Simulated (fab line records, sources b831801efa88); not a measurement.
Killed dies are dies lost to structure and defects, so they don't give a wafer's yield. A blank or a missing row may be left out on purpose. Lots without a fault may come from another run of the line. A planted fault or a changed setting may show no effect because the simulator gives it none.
Which tool did it? | flow sky130 | 11 lots, 33 wafers sampled, at 3 steps of a route of 708

WHAT THE GAUGES READ, wafer by wafer
SKY_PASSIVATION_THK_MEAS_03.
lot  | measured     | on            | PASSIVATION_CVD_02_THK (nm)
L851 | day 43 13:20 | film_metro-02 | 534 545 539
L852 | day 43 15:05 | film_metro-01 | 526 538 533
L862 | day 47 04:10 | film_metro-03 | 889 902 894
L861 | day 47 05:37 | film_metro-02 | 890 909 907
L863 | day 47 11:04 | film_metro-03 | 544 539 548
L867 | day 48 01:05 | film_metro-02 | 530 541 542
L870 | day 48 12:23 | film_metro-02 | 532 543 534
L869 | day 48 13:30 | film_metro-03 | 527 520 542
L872 | day 49 00:07 | film_metro-01 | 537 533 547
L873 | day 49 02:56 | film_metro-01 | 534 535 533
L874 | day 49 08:16 | film_metro-02 | 542 537 542

WHICH TOOL RAN EACH LOT (tool, then ch and the chambers of the sampled wafers, then the start)
lot  | SKY_VIA4_SPUTTER_17          | SKY_PASSIVATION_CVD_02
L851 | pvd_sputter-03, day 42 11:58 | pecvd-04 ch 0,2, day 43 13:00
L852 | pvd_sputter-04, day 42 14:19 | pecvd-04 ch 0,2, day 43 14:45
L862 | pvd_sputter-04, day 46 05:14 | pecvd-03 ch 0,1,2, day 47 03:56
L861 | pvd_sputter-02, day 46 07:19 | pecvd-03 ch 1,2, day 47 05:23
L863 | pvd_sputter-04, day 46 14:46 | pecvd-02 ch 0,1, day 47 10:43
L867 | pvd_sputter-04, day 47 04:16 | pecvd-02 ch 0,1,2, day 48 00:51
L870 | pvd_sputter-03, day 47 12:25 | pecvd-04 ch 0,2, day 48 12:08
L869 | pvd_sputter-02, day 47 16:36 | pecvd-04 ch 0,1, day 48 13:16
L872 | pvd_sputter-04, day 48 03:46 | pecvd-02 ch 1,2, day 48 23:53
L873 | pvd_sputter-03, day 48 06:22 | pecvd-04 ch 0,1,2, day 49 02:42
L874 | pvd_sputter-03, day 48 11:55 | pecvd-02 ch 0,1,2, day 49 08:02
- SKY_VIA4_SPUTTER_17: material TiN, target thk 20 nm, time 80 s.
- SKY_PASSIVATION_CVD_02: deposits Si3N4, target thk 540 nm.

THE ANSWER, worked out from the rows above alone
Rule: what is usual is taken from the lots themselves. Put in order of their means at a reading, lots are off if they are a third of the lots or fewer, leave a main group of 4 or more, and stand apart from it by a gap of 3 or more times the standard deviation of the main group's means; of several such gaps the widest counts. A main group whose means are all the same, to the digits that the tables above print for the reading, isn't used. A lot without any number at a reading at which 4 lots or more have one is off too. The other lots that the step has rows for count as sound.
Off: L862, L861, at SKY_PASSIVATION_THK_MEAS_03 (PASSIVATION_CVD_02_THK). The main group: mean 537 nm, standard deviation 4.1.
A tool fits if, at a process step before that reading, it ran every lot that is off, and no sound lot after the first of them. The gauges at SKY_PASSIVATION_THK_MEAS_03 are tried like those tools. One fits: pecvd-03 at SKY_PASSIVATION_CVD_02. It ran no sound lot before its first lot that is off in this sample, so the start can't be narrowed down.

WHAT THE SIMULATOR HAD PUT IN
Process parameter drift: pecvd-03, from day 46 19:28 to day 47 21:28, at SKY_PASSIVATION_CVD_02. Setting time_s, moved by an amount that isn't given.
Lots struck among those shown: L862, L861. The rule above found the same.
